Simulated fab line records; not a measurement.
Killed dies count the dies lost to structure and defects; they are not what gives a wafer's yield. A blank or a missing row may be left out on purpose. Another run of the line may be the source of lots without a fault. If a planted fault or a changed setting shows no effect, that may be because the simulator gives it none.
2 desks, one fault -- flow gf180mcu -- each desk holds nothing but its own numbers, with what lay behind them at the end

## TOOL OWNER'S DESK, pvd sputter-02
The tool's own readings at GF_M1_SPUTTER_00 (material Ti, target thk 37.5 nm, time 150 s): means of the sampled wafers that have a number, for each lot that ran on this tool. Any lot whose mean is over 4 standard deviations away from the usual mean is out of limits and marked OUT; that distance is given in the brackets.
Columns: A = cathode dc power W at GF_M1_SPUTTER_00, usual 3999.9 W; B = throttle valve pct at GF_M1_SPUTTER_00, usual 30.0 %
lot,first seen here,A,B
L107,day 15 21:22,3999.8,30.3
L109,day 16 19:24,3999.7,29.3
L117,day 19 21:14,4000.5,29.9
L126,day 23 04:40,3999.9,30.3
L127,day 23 10:46,4000.3,30.0
L129,day 23 20:58,3999.6,30.0
Result from this desk: across the 6 lots, nothing is out of limits.

## THE METROLOGY DESK
Means of the sampled wafers that have a number, per lot and without regard to the tool the lot ran on: this is what the gauges read. Any lot whose mean is over 4 standard deviations away from the usual mean is out of limits and marked OUT; that distance is given in the brackets.
Columns: A = cd nm at GF_M5_CD_MEAS_07, usual 279.7 nm; B = M5_OVL at GF_M5_OVL_MEAS_08, usual 6 nm; C = V5_W_THK at GF_V5_THK_MEAS_25, usual 350 nm
lot,first seen here,A,B,C
L107,day 26 03:29,280.9,11,351
L108,day 26 16:10,281.0,8,349
L109,day 26 21:24,279.2,6,353
L111,day 27 23:31,278.3,9,350
L117,day 29 12:19,281.5,-2,353
L119,day 30 05:12,280.5,-3,349
L124,day 31 11:56,281.8,9,350
L125,day 31 18:24,280.2,5,347
L126,day 31 23:58,279.7,3,350
L127,day 32 04:32,279.6,7,348
L128,day 32 09:28,279.2,0,355
L129,day 32 14:19,280.0,9,349
L130,day 32 18:18,280.5,6,350
Result from this desk: across the 13 lots, nothing is out of limits.

## TAKEN TOGETHER
The tool owner's desk saw nothing out of limits.
From the metrology desk's view, nothing was out of limits.

## WHAT THE SIMULATOR HAD PUT IN
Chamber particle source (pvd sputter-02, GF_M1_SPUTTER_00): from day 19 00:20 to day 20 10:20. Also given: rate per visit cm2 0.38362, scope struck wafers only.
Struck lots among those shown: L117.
